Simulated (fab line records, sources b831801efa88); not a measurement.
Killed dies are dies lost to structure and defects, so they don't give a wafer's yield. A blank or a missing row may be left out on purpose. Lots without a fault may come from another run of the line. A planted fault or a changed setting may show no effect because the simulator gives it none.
Chamber matching | flow gf180mcu | GF_V2_CMP_04 on cmp-02: 4 sister chambers
The step polishes SiO2. 8 wafers are shown with their chamber, then 7 later ones without.

WAFERS WITH THEIR CHAMBER
wafer  | chamber | motor_current_A (A) | time_to_endpoint_s (s)
L393.6 | 2       | 11.8                | 74
L394.1 | 3       | 11.1                | 66
L394.5 | 0       | 12.1                | 77
L394.6 | 3       | 10.9                | 71
L396.1 | 2       | 11.4                | 73
L396.3 | 0       | 11.4                | 77
L401.3 | 1       | 14.6                | 86
L401.5 | 1       | 14.7                | 91

WAFERS WITHOUT THEIR CHAMBER
wafer  | motor_current_A (A) | time_to_endpoint_s (s)
L401.6 | 10.7                | 79
L406.2 | 10.9                | 73
L406.4 | 10.4                | 69
L406.6 | 11.0                | 78
L410.1 | 11.4                | 74
L410.3 | 10.7                | 70
L410.4 | 15.0                | 84

WHICH CHAMBER EACH WENT THROUGH
wafer  | from the rows above          | in truth
L401.6 | can't be placed: 0 or 2 or 3 | 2
L406.2 | can't be placed: 3 or 2 or 0 | 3
L406.4 | 3                            | 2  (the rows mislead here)
L406.6 | can't be placed: 0 or 2 or 3 | 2
L410.1 | can't be placed: 2 or 0 or 3 | 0
L410.3 | 3                            | 3
L410.4 | 1                            | 1
Placed correctly: 2 of 7. Can't be placed from these rows: 4 (the true chamber is among the candidates in 4). Placed wrongly: 1.
How it was worked out, from the rows above alone: a wafer's distance from a chamber is the root of the sum, over the readings, of the square of ((its reading less the chamber's mean) divided by the reading's scatter). The wafer belongs to the nearest chamber; if the next one is less than 2 further off, it can't be placed. A chamber's mean is the mean of its shown wafers. The scatter: the root of (the sum of the squares of (reading less its chamber's mean) over the shown wafers, divided by (wafers less chambers)).
